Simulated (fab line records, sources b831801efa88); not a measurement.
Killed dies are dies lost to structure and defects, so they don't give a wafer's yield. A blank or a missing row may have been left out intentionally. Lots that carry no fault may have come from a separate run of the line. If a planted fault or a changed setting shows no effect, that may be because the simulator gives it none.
Chamber matching	flow sfqLine	SFQ_TRILAYER_I6_CMP_CMP_166 on cmp-01: 3 sister chambers
The step polishes SiO2. 3 wafers are shown with their chamber, then 6 later ones without.

== WAFERS, EACH WITH ITS CHAMBER ==
wafer	chamber	motorCurrentA (A)
L786.1	2	9.7
L790.1	3	10.9
L790.4	1	8.5

== WAFERS WITHOUT THEIR CHAMBER ==
wafer	motorCurrentA (A)
L790.6	10.4
L791.1	8.5
L791.3	10.9
L792.3	9.9
L792.4	9.2
L792.5	8.4

== WHICH CHAMBER EACH ONE RAN IN ==
wafer	from the rows above	in truth
L790.6	can't be placed: 3 or 2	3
L791.1	1	1
L791.3	3	3
L792.3	2	2
L792.4	can't be placed: 2 or 1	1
L792.5	1	1
Correctly placed: 4 of 6. Unplaceable from these rows: 2, with the true chamber sitting among the candidates in 2. Number placed wrongly: 0.
How it was worked out, from the rows above alone: a wafer's distance from a chamber is the root of the sum, over the readings, of the square of ((its reading less the chamber's mean) divided by the reading's scatter). If the next closest chamber is less than 2 further off than the closest, the wafer can't be placed; otherwise it belongs to the closest. For every chamber, the mean is computed from those of its wafers that are shown. The scatter (one wafer shown for each chamber): square how far every hidden wafer sits from the nearest shown wafer, average those squares and take the square root.
